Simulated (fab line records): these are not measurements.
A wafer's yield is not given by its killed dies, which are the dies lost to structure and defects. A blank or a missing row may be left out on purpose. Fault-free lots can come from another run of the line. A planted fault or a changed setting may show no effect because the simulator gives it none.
Which of the tools did it? + flow sky130 + 12 lots with 36 wafers sampled at 4 steps, on a route of 708 steps

== WHAT THE GAUGES READ, wafer by wafer ==
SKY_PASSIVATION_THK_MEAS_01. Usual: PASSIVATION_CVD_00_THK 90.2 nm, standard deviation 1.1.
| lot  | measured     | on           | PASSIVATION_CVD_00_THK (nm) | flag |
|------|--------------|--------------|-----------------------------|------|
| L454 | day 43 20:48 | filmMetro-03 | 91.9 92.1 92.1              |      |
| L455 | day 44 03:43 | filmMetro-03 | 89.6 89.7 91.7              |      |
| L456 | day 44 11:11 | filmMetro-01 | 89.9 90.2 90.0              |      |
| L458 | day 45 07:20 | filmMetro-04 | 88.4 89.9 91.4              |      |
| L459 | day 45 11:04 | filmMetro-03 | 89.2 91.1 90.2              |      |
| L460 | day 45 16:30 | filmMetro-03 | 89.0 91.6 91.4              |      |
| L467 | day 47 17:10 | filmMetro-03 | 88.3 90.7 89.6              |      |
| L469 | day 48 00:02 | filmMetro-03 | 89.5 90.0 89.6              |      |
| L470 | day 48 02:36 | filmMetro-04 | 88.0 89.1 89.5              |      |
| L472 | day 48 14:49 | filmMetro-04 | 89.5 89.8 91.9              |      |
| L473 | day 48 20:22 | filmMetro-04 | 88.0 90.0 89.7              |      |
| L475 | day 49 08:22 | filmMetro-03 | 90.2 90.4 90.4              |      |

== WHAT TOOL EACH LOT RAN ON (gives the tool, then ch and the chambers of the sampled wafers, and finally the start) ==
| lot  | SKY_METAL1_ETCH_18               | SKY_METAL5_SPUTTER_00       | SKY_METAL5_SPUTTER_03       |
|------|----------------------------------|-----------------------------|-----------------------------|
| L454 | rieMetal-04 ch 0,1, day 32 17:43 | pvdSputter-02, day 42 21:10 | pvdSputter-02, day 42 21:16 |
| L455 | rieMetal-04 ch 0,1, day 33 01:24 | pvdSputter-04, day 43 03:42 | pvdSputter-04, day 43 03:48 |
| L456 | rieMetal-03 ch 0,1, day 33 10:56 | pvdSputter-03, day 43 12:31 | pvdSputter-03, day 43 12:37 |
| L458 | rieMetal-02 ch 0,1, day 34 13:30 | pvdSputter-04, day 44 08:47 | pvdSputter-04, day 44 08:53 |
| L459 | rieMetal-04 ch 1, day 34 14:46   | pvdSputter-03, day 44 11:23 | pvdSputter-03, day 44 11:29 |
| L460 | rieMetal-03 ch 0,1, day 34 22:43 | pvdSputter-02, day 44 17:53 | pvdSputter-02, day 44 17:59 |
| L467 | rieMetal-04 ch 0,1, day 37 10:43 | pvdSputter-04, day 46 20:02 | pvdSputter-04, day 46 20:08 |
| L469 | rieMetal-04 ch 0,1, day 37 18:41 | pvdSputter-04, day 47 03:14 | pvdSputter-04, day 47 03:20 |
| L470 | rieMetal-04 ch 0,1, day 37 23:37 | pvdSputter-02, day 47 05:42 | pvdSputter-02, day 47 05:48 |
| L472 | rieMetal-02 ch 0,1, day 38 19:26 | pvdSputter-03, day 47 19:23 | pvdSputter-03, day 47 19:29 |
| L473 | rieMetal-02 ch 0,1, day 38 21:32 | pvdSputter-03, day 48 00:40 | pvdSputter-03, day 48 00:46 |
| L475 | rieMetal-02 ch 0,1, day 39 13:26 | pvdSputter-03, day 48 12:14 | pvdSputter-03, day 48 12:20 |
- SKY_METAL1_ETCH_18: etches BARC in N2/H2, stops on SiO2, time 45.9 s, target depth 60 nm.
- SKY_METAL5_SPUTTER_00: material Ti, target thk 15 nm, time 10 s.
- SKY_METAL5_SPUTTER_03: material Ti, target thk 5 nm, time 3.3 s.

== WHAT THE TOOLS THEMSELVES READ (means of the sampled wafers that have a number; where no wafer has one, the mark that the record gives instead) ==
SKY_METAL1_ETCH_18. Usual: drypumpMotorCurrentA 5.5 A, standard deviation 0.37; oesProductAu 0.855 a.u., standard deviation 0.0046; rfFwdPowerW 496.5 W, standard deviation 1.8; throttleValvePct 13.226 %, standard deviation 0.0088.
| lot  | tool        | drypumpMotorCurrentA (A) | oesProductAu (a.u.) | rfFwdPowerW (W) | throttleValvePct (%) | flag |
|------|-------------|--------------------------|---------------------|-----------------|----------------------|------|
| L454 | rieMetal-04 | 5.8                      | 0.858               | 497.5           | 13.226               |      |
| L455 | rieMetal-04 | 5.8                      | 0.859               | 497.2           | 13.225               |      |
| L456 | rieMetal-03 | 5.3                      | 0.859               | 498.1           | 13.226               |      |
| L458 | rieMetal-02 | 5.1                      | 0.853               | 497.5           | 13.220               |      |
| L459 | rieMetal-04 | 5.7                      | 0.854               | 497.4           | 13.227               |      |
| L460 | rieMetal-03 | 5.3                      | 0.852               | 496.0           | 13.222               |      |
| L467 | rieMetal-04 | 5.8                      | 0.856               | 493.7           | 13.227               |      |
| L469 | rieMetal-04 | 5.7                      | 0.855               | 496.3           | 13.228               |      |
| L470 | rieMetal-04 | 5.8                      | 0.847               | 494.5           | 13.226               |      |
| L472 | rieMetal-02 | 5.3                      | 0.854               | 494.9           | 13.226               |      |
| L473 | rieMetal-02 | 5.3                      | 0.860               | 497.7           | 13.220               |      |
| L475 | rieMetal-02 | 5.0                      | 0.853               | 497.2           | 13.226               |      |

SKY_METAL5_SPUTTER_00. Usual: throttleValvePct 29.7 %, standard deviation 0.94.
| lot  | tool          | throttleValvePct (%) | flag |
|------|---------------|----------------------|------|
| L454 | pvdSputter-02 | 29.5                 |      |
| L455 | pvdSputter-04 | 30.3                 |      |
| L456 | pvdSputter-03 | 30.0                 |      |
| L458 | pvdSputter-04 | 30.0                 |      |
| L459 | pvdSputter-03 | 29.8                 |      |
| L460 | pvdSputter-02 | 29.3                 |      |
| L467 | pvdSputter-04 | 30.1                 |      |
| L469 | pvdSputter-04 | 29.8                 |      |
| L470 | pvdSputter-02 | 29.2                 |      |
| L472 | pvdSputter-03 | 29.6                 |      |
| L473 | pvdSputter-03 | 29.9                 |      |
| L475 | pvdSputter-03 | 29.4                 |      |

SKY_METAL5_SPUTTER_03. Usual: throttleValvePct 29.7 %, standard deviation 0.92.
| lot  | tool          | throttleValvePct (%) | flag |
|------|---------------|----------------------|------|
| L454 | pvdSputter-02 | 29.5                 |      |
| L455 | pvdSputter-04 | 30.4                 |      |
| L456 | pvdSputter-03 | 30.0                 |      |
| L458 | pvdSputter-04 | 30.0                 |      |
| L459 | pvdSputter-03 | 29.7                 |      |
| L460 | pvdSputter-02 | 29.4                 |      |
| L467 | pvdSputter-04 | 30.2                 |      |
| L469 | pvdSputter-04 | 30.0                 |      |
| L470 | pvdSputter-02 | 29.4                 |      |
| L472 | pvdSputter-03 | 29.4                 |      |
| L473 | pvdSputter-03 | 30.0                 |      |
| L475 | pvdSputter-03 | 29.3                 |      |

== THE ANSWER, worked out from the rows above alone ==
Rule: a lot is off if the mean of its wafers that have a number lies more than 3 standard deviations from the usual mean. Also off: a lot with no number at a reading for which 4 or more lots have one. Any other lot the step has rows for is counted as sound. After the gauges, taken in route order, come the tools' own readings; for these a lot's mean is taken, as printed above. At the first step where some lot is off, the reading lying furthest off is the one used; lots without a number count as furthest.
No lot is off on any of the readings shown, so nothing can be concluded from this.

== WHAT THE SIMULATOR HAD PUT IN ==
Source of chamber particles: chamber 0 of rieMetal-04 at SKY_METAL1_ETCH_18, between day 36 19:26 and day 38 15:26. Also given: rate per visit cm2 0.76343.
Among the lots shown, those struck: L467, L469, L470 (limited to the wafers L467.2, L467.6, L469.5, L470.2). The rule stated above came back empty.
